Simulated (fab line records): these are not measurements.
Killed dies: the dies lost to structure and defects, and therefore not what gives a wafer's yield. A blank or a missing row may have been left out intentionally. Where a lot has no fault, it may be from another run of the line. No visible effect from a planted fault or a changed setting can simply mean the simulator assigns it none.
Matching of chambers -- flow sky130 -- SKY_CONTACT_CMP_27 on cmp-01: 4 sister chambers
The step polishes, stops on SiO2, t overpolish 15 s, target thk 0 nm. 16 wafers are shown with their chamber, then 7 later ones without.

## WAFERS, EACH WITH ITS CHAMBER
wafer,chamber,motorCurrentA (A),timeToEndpointS (s)
L994.2,2,10.8,78.4
L994.3,0,11.8,77.1
L994.6,2,10.0,82.7
L993.1,2,10.4,77.9
L993.3,3,10.9,84.5
L993.6,0,11.8,83.1
L995.1,0,11.9,81.6
L995.3,1,10.0,83.0
L995.4,3,11.1,87.4
L996.1,3,10.6,80.3
L996.5,1,10.2,81.4
L111.3,3,11.4,84.8
L111.5,3,10.7,82.8
L111.6,2,10.8,79.3
L114.3,3,11.0,80.4
L114.5,0,11.2,79.7

SIGNATURES, as means of the wafers listed above
reading,chamber 0,chamber 1,chamber 2,chamber 3,scatter within a chamber
motorCurrentA,11.675,10.100,10.500,10.950,0.314
timeToEndpointS,80.375,82.200,79.575,83.367,2.48
Rule: for a wafer and a chamber, the distance is found by dividing, reading by reading, the gap between the wafer's reading and the chamber's mean by the reading's scatter, squaring, summing and taking the root. The wafer belongs to the nearest chamber; if the next one is less than 2 further off, it can't be placed. The scatter: take each reading less its chamber's mean, square it, sum over the shown wafers, divide by the number of wafers less the number of chambers, and take the root.

## WAFERS WHOSE CHAMBER IS MISSING
wafer,motorCurrentA (A),timeToEndpointS (s)
L114.6,9.8,78.9
L115.1,9.9,82.3
L115.3,11.6,84.7
L115.4,11.4,78.9
L116.1,9.9,81.3
L116.3,11.8,78.9
L116.5,11.1,81.1

## CHAMBER TAKEN BY EACH
wafer,from the rows above,in truth
L114.6,can't be placed: 1 or 2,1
L115.1,can't be placed: 1 or 2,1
L115.3,can't be placed: 0 or 3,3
L115.4,can't be placed: 0 or 3 or 2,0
L116.1,can't be placed: 1 or 2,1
L116.3,0,0
L116.5,can't be placed: 3 or 0 or 2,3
1 of 7 placed correctly. Unplaceable from these rows: 6, with the true chamber sitting among the candidates in 6. Placed wrongly: 0.
